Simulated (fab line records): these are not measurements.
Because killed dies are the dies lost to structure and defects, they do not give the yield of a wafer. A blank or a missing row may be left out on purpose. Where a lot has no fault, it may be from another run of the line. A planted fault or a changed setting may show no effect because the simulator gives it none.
Comparing a struck lot with a sound one || flow sky130 || 44 steps out of a route of 708
Sound: these wafers, L600.2, L600.3, L600.5. Struck: wafer L603.1. (L603.4, L603.6 of the same lot were not struck and are left out.) The cause comes at the end.
Order at every step that has rows: each side's tool, ch and its chambers, its first start. Under that, the readings that differ: sound wafers || struck wafers || difference of the means || sigmas: that difference in standard deviations of wafers without a fault.
alike: a reading whose means differ by less than 2 such deviations, as well as words and numbers matching on both sides. not compared: withheld readings; readings where some wafer has no value; bounds like >300 that might hide an equal value; numbers whose values overlap and for which the record gives no deviation.
The two part at a step that has a row with sigmas, a row that says differs or no value, or rows on one side only. When numbers do not overlap yet have no deviation, they are printed without sigmas and do not part them. A reading that every wafer of one side lacks parts them only if that side has two wafers or more.

first, 2 steps without rows for these wafers: SKY_VIA2_SPUTTER_20 (material TiN, target thk 20 nm, time 80 s); SKY_VIA2_CVD_21 (deposits W, target thk 420 nm, time 126.4 s).
SKY_VIA2_RS_MEAS_22: measurement is done with a four-point probe.
  sound: film metro-03 at day 37 03:48; struck: film metro-03 at day 38 05:33
{"reading": "VIA2_W_RS (ohm/sq)", "sound": "0.274 0.273 0.271", "struck": 0.281, "difference": "+0.008", "sigmas": "+2"}
SKY_VIA2_THK_MEAS_23: measures by xrf.
  sound: film metro-03 at day 37 03:55; struck: film metro-03 at day 38 05:40
{"reading": "VIA2_W_THK (nm)", "sound": "410 411 413", "struck": 397, "difference": -14, "sigmas": -2}
SKY_VIA2_CMP_24: polishes, stops on SiO2, t overpolish 20 s, target thk 0 nm.
  sound on cmp-01 ch 0,1, day 37 03:58; struck on cmp-02 ch 0, day 38 05:44
{"reading": "overpolish run s (s)", "sound": "20.004 20.024 20.017", "struck": 19.980, "difference": -0.035, "sigmas": -4}
{"reading": "time to endpoint s (s)", "sound": "100 99 101", "struck": 91, "difference": -9, "sigmas": -2}
  alike: motor current A
then, 1 step without rows for these wafers: SKY_METAL3_SPUTTER_00 (material Ti, target thk 15 nm, time 10 s).
SKY_METAL3_SPUTTER_01: material TiN, target thk 20 nm, time 16.7 s.
  sound: pvd sputter-01 at day 37 04:17; struck: pvd sputter-04 at day 38 06:03
  alike: chamber pressure pa, throttle valve pct
then, 1 step without rows for these wafers: SKY_METAL3_SPUTTER_02 (material AlCu, target thk 735 nm, time 39.1 s).
SKY_METAL3_SPUTTER_03: material Ti, target thk 5 nm, time 3.3 s.
  sound: pvd sputter-01 at day 37 04:20; struck: pvd sputter-04 at day 38 06:07
  alike: chamber pressure pa, throttle valve pct
SKY_METAL3_SPUTTER_04: material TiN, target thk 70 nm, time 58.3 s.
  sound: pvd sputter-01 at day 37 04:22; struck: pvd sputter-04 at day 38 06:08
  alike: chamber pressure pa, throttle valve pct
then, 1 step without rows for these wafers: SKY_CAPM_CVD_00 (deposits SiO2, target thk 15.5 nm).
SKY_CAPM_THK_MEAS_01:
  sound: film metro-01 at day 37 04:27; struck: film metro-01 at day 38 06:12
{"reading": "CAPM_CVD_00_THK (nm)", "sound": "15.32 15.90 15.59", "struck": 15.11, "difference": -0.49, "sigmas": -2}
SKY_CAPM_SPUTTER_02: material TiN, target thk 200 nm, time 166.7 s.
  sound: pvd sputter-03 at day 37 04:30; struck: pvd sputter-03 at day 38 06:16
{"reading": "model.TiN_of_CAPM_SPUTTER_02.thk nm (nm)", "sound": "196.8 198.6 198.3", "struck": 204.4, "difference": "+6.5", "sigmas": ""}
  alike: chamber pressure pa, substrate temp c, throttle valve pct
SKY_CAPM_RS_MEAS_03: measurement is done with a four-point probe.
  sound: film metro-02 at day 37 04:38; struck: film metro-04 at day 38 06:22
{"reading": "CAPM_TIN_RS (ohm/sq)", "sound": "7.01 6.94 6.99", "struck": 6.76, "difference": -0.22, "sigmas": -3}
SKY_CAPM_THK_MEAS_04: measures by xrf.
  sound: film metro-02 at day 37 04:44; struck: film metro-04 at day 38 06:29
  alike: CAPM_TIN_THK
then, 7 steps without rows for these wafers: SKY_CAPM_DEHYDRATE_05 (time 60 s); SKY_CAPM_HMDS_06 (prime time 60 s); SKY_CAPM_COAT_07 (resist thk 1140 nm); SKY_CAPM_SOFTBAKE_08 (time 60 s); SKY_CAPM_EXPOSE_09 (exposes mask CAPM, target cd 1000 nm); SKY_CAPM_PEB_10; SKY_CAPM_DEVELOP_11 (develop time 60 s).
SKY_CAPM_OVL_MEAS_12:
  sound: overlay-02 at day 38 06:09; struck: overlay-02 at day 39 07:21
  alike: CAPM_OVL
SKY_CAPM_METAL_ETCH_13: etches TiN in Cl2/BCl3, stops on SiO2, target depth 220 nm, time 62.9 s.
  sound on rie metal-01 ch 1, day 38 06:13; struck on rie metal-01 ch 1, day 39 07:23
{"reading": "rf hours counter h (h)", "sound": "- - -", "struck": 7, "difference": "no value on the sound wafers", "sigmas": ""}
{"reading": "model.etch.depth nm (nm)", "sound": "196.8 198.6 198.3", "struck": 204.4, "difference": "+6.5", "sigmas": ""}
{"reading": "model.CAPM.feature depth nm (nm)", "sound": "196.8 198.6 198.3", "struck": 204.4, "difference": "+6.5", "sigmas": ""}
  alike: drypump motor current A, oes product au, throttle valve pct
SKY_CAPM_STRIP_14: strips in O2/N2.
  sound on plasma asher-03 ch 0,1, day 38 06:20; struck on plasma asher-01 ch 0, day 39 07:35
{"reading": "oes product au (a.u.)", "sound": "0.710 0.705 0.702", "struck": 0.716, "difference": "+0.010", "sigmas": "+2"}
  alike: drypump motor current A, strip time to endpoint s
  not compared: rf hours counter h
then, 11 steps without rows for these wafers: SKY_CAPM_STRIP_15 (strips in post etch residue remover, time 1200 s); SKY_CAPM_CLEAN_16 (cleans in IPA, time 180 s); SKY_CAPM_CLEAN_17 (cleans in O3/DIW); SKY_METAL3_DEHYDRATE_05 (time 60 s); SKY_METAL3_HMDS_06 (prime time 60 s); SKY_METAL3_COAT_07 (resist thk 60 nm); SKY_METAL3_COAT_08 (resist thk 1140 nm); SKY_METAL3_SOFTBAKE_09 (time 90 s); SKY_METAL3_EXPOSE_10 (exposes mask MM3, target cd 300 nm); SKY_METAL3_PEB_11; SKY_METAL3_DEVELOP_12 (develop time 60 s).
SKY_METAL3_CD_MEAS_13: the cd target is 300 nm.
  sound: cd sem-02 at day 39 07:43; struck: cd sem-02 at day 40 08:06
  alike: cd nm
SKY_METAL3_OVL_MEAS_14:
  sound: overlay-02 at day 39 07:50; struck: overlay-01 at day 40 08:13
  alike: METAL3_OVL
then, 4 steps without rows for these wafers: SKY_METAL3_DESCUM_15 (chemistry O2, time 8 s); SKY_METAL3_ETCH_16 (etches BARC in N2/H2, stops on SiO2, time 88.2 s, target depth 60 nm); SKY_METAL3_ETCH_17 (etches SiO2 in C4F8/O2/Ar, stops on TiN, time 3.9 s, target depth 15 nm); SKY_METAL3_METAL_ETCH_18 (etches the open film in Cl2/BCl3, stops on SiO2, target depth 845 nm, time 183.1 s).
SKY_METAL3_STRIP_20: strips in post etch residue remover, time 1200 s.
  sound on wet bench-04 ch 2, day 39 08:17; struck on wet bench-04 ch 0, day 40 08:41
{"reading": "model.TiN_of_CAPM_SPUTTER_02.thk nm (nm)", "sound": "196 197.8 197.5", "struck": 203.5, "difference": "+6.4", "sigmas": ""}
  alike: bath guard temp C
-- the record jumps here: 7 days lie between the struck wafers' starts before and after (it left off in module METAL3 and takes up again in module PAD_OPEN, whose first step shown is number 708 of the route) --
SKY_PAD_OPEN_PROBE_99:
  sound: prober-01 at day 46 12:58; struck: prober-02 at day 47 08:52
{"reading": "model.etest.cap mim.plate ohm sq", "sound": "6.139 6.023 6.021", "struck": 5.842, "difference": -0.219, "sigmas": ""}
  alike: defect limited yield, killed_at_M0_to_M3, killed_at_M4_up, killed at contacts, killed at front end, killed at other, killed dies, killed open, killed short, sort_bin_3_pad_short, sort_bin_5_function, sort_bin_6_memory, sort n pass, sort yield pct

== WHERE THEY PART ==
First at SKY_VIA2_RS_MEAS_22; last, within this record, at SKY_CAPM_STRIP_14. Later steps at which nothing parts them and some readings are alike: SKY_METAL3_CD_MEAS_13, SKY_METAL3_OVL_MEAS_14, SKY_METAL3_STRIP_20, SKY_PAD_OPEN_PROBE_99.

WHY: whatever the simulator had introduced
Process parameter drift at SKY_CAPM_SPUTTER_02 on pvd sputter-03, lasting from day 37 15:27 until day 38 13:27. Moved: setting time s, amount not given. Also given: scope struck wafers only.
